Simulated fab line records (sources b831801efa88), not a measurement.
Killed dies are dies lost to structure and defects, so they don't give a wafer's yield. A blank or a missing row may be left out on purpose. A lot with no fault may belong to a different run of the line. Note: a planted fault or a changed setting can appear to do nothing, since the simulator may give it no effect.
Which tool did it? -- flow gf180mcu -- 11 lots, 33 wafers sampled, at 2 steps of a route of 602

## WHAT THE GAUGES SHOWED, per wafer
GF_M1_RS_MEAS_05: measures by four-point-probe.
lot,measured,on,M1_ALCU_RS (ohm/sq)
L572,day 16 09:44,film-metro-03,0.0680 0.0696 0.0701
L577,day 18 10:23,film-metro-01,0.0669 0.0683 0.0675
L578,day 18 19:08,film-metro-02,0.0688 0.0691 0.0693
L579,day 19 06:40,film-metro-01,0.0691 0.0692 0.0698
L580,day 19 16:24,film-metro-03,0.0695 0.0689 0.0695
L581,day 20 00:46,film-metro-02,0.0679 0.0667 0.0673
L583,day 21 00:38,film-metro-01,0.0689 0.0692 0.0693
L587,day 22 05:25,film-metro-01,0.0694 0.0695 0.0692
L591,day 23 12:39,film-metro-02,0.0697 0.0705 0.0684
L592,day 23 20:38,film-metro-03,0.0694 0.0676 0.0696
L593,day 24 01:53,film-metro-02,0.0706 0.0700 0.0712

## WHICH TOOL RAN EACH LOT (tool, then ch and the chambers of the sampled wafers, then the start)
lot,GF_CONTACT_ETCH_16
L572,"rie-diel-01 ch 0,1, day 16 08:20"
L577,"rie-diel-01 ch 0,1,2, day 18 08:59"
L578,"rie-diel-02 ch 0,1,3, day 18 17:44"
L579,"rie-diel-04 ch 1,3, day 19 05:17"
L580,"rie-diel-01 ch 1,2,3, day 19 15:02"
L581,"rie-diel-01 ch 0,2, day 19 23:22"
L583,"rie-diel-01 ch 0,1,2, day 20 23:16"
L587,"rie-diel-01 ch 0,2,3, day 22 04:04"
L591,"rie-diel-01 ch 0,1,2, day 23 11:16"
L592,"rie-diel-04 ch 0,3, day 23 19:16"
L593,"rie-diel-02 ch 0,2,3, day 24 00:28"
- GF_CONTACT_ETCH_16: etches BARC in N2/H2.

## THE ANSWER, worked out from the rows above alone
Rule: the usual values come from the lots themselves. Put in order of their means at a reading, lots are off if they are a third of the lots or fewer, leave a main group of 4 or more, and stand apart from it by a gap of 3 or more times the standard deviation of the main group's means; of several such gaps the widest counts. If all means in a main group match to the digits the tables above print for the reading, that group is not used. A lot without any number at a reading at which 4 lots or more have one is off too. Any other lot the step has rows for is counted as sound.
No lot is off at any reading shown: from this, nothing can be told.

## WHAT THE SIMULATOR HAD PUT IN
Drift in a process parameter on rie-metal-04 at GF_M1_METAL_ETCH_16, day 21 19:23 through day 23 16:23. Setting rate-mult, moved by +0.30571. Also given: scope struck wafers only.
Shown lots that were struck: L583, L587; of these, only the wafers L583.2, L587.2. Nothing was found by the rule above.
